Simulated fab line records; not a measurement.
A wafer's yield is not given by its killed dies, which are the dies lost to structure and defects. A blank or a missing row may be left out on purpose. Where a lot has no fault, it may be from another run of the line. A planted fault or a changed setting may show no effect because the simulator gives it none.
The tool behind it: which one? ; flow sky130 ; route of 708 steps, sampled at 1 step: 7 lots, 21 wafers

WHAT THE GAUGES READ, wafer by wafer
SKY_GATE_OXIDE_THK_MEAS_02.
lot;measured;on;GATE_OXIDE_OXIDATION_00_THK (nm)
L810;day 13 17:17;film metro-03;10.20 10.27 10.31
L813;day 14 23:37;film metro-03;10.27 10.07 10.14
L816;day 15 22:44;film metro-03;10.24 10.20 10.25
L819;day 16 16:39;film metro-04;10.45 10.43 10.56
L826;day 19 17:26;film metro-04;9.87 10.04 10.03
L828;day 20 03:55;film metro-02;10.51 10.42 10.57
L829;day 20 16:50;film metro-04;10.12 10.15 10.12

EACH LOT AND THE TOOL THAT RAN IT (in order: tool; ch and the chambers of the sampled wafers; start)
The record shows no process step preceding these readings.

THE ANSWER, worked out from the rows above alone
Rule: the lots themselves supply what counts as usual. Put in order of their means at a reading, lots are off if they are a third of the lots or fewer, leave a main group of 4 or more, and stand apart from it by a gap of 3 or more times the standard deviation of the main group's means; of several such gaps the widest counts. A main group is skipped when, at the precision printed for the reading in the tables above, its means are all equal. Also off: a lot with no number at a reading for which 4 or more lots have one. The other lots that the step has rows for count as sound.
No lot is off on any of the readings shown, so nothing can be concluded from this.

WHAT THE SIMULATOR HAD INSERTED
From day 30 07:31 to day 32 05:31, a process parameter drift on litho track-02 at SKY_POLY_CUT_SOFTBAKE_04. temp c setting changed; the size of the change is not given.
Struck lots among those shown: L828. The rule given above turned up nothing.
